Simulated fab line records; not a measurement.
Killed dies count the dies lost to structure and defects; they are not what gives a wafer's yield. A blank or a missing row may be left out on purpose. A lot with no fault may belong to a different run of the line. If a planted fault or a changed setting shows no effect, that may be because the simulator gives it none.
Matching of chambers    flow sky130    SKY_CONTACT_ETCH_16 on rie-diel-03 has 4 sister chambers
The step etches BARC in N2/H2, stops on SiO2, time 45.9 s, target depth 60 nm. 4 wafers are shown with their chamber, then 8 later ones without.

== EACH WAFER AND ITS CHAMBER ==
wafer   chamber  throttle-valve-pct (%)
L077.6  2        13.209
L085.3  1        13.233
L085.6  3        13.213
L089.1  0        13.217

== WAFERS WITH NO CHAMBER GIVEN ==
wafer   throttle-valve-pct (%)
L089.3  13.242
L089.6  13.232
L092.1  13.232
L092.4  13.224
L092.6  13.226
L096.1  13.223
L096.2  13.212
L096.6  13.220

== CHAMBER TAKEN BY EACH ==
wafer    from the rows above                 in truth
L089.3   1                                   1
L089.6   1                                   1
L092.1   1                                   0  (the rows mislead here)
L092.4   can't be placed: 0 or 1 or 3 or 2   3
L092.6   can't be placed: 1 or 0 or 3 or 2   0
L096.1   can't be placed: 0 or 1 or 3 or 2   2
L096.2   can't be placed: 3 or 2 or 0        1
L096.6   can't be placed: 0 or 3 or 2 or 1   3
2 of 8 placed correctly. From these rows, 5 cannot be placed; in 4 the true chamber is one of the candidates. Wrongly placed: 1.
How it was worked out, from the rows above alone: a wafer's distance from a chamber is the root of the sum, over the readings, of the square of ((its reading less the chamber's mean) divided by the reading's scatter). The wafer belongs to the nearest chamber; if the next one is less than 2 further off, it can't be placed. The mean given for a chamber averages the wafers shown for that chamber. The scatter: root of mean squared gap, hidden wafer to nearest shown wafer, with one shown wafer a chamber.
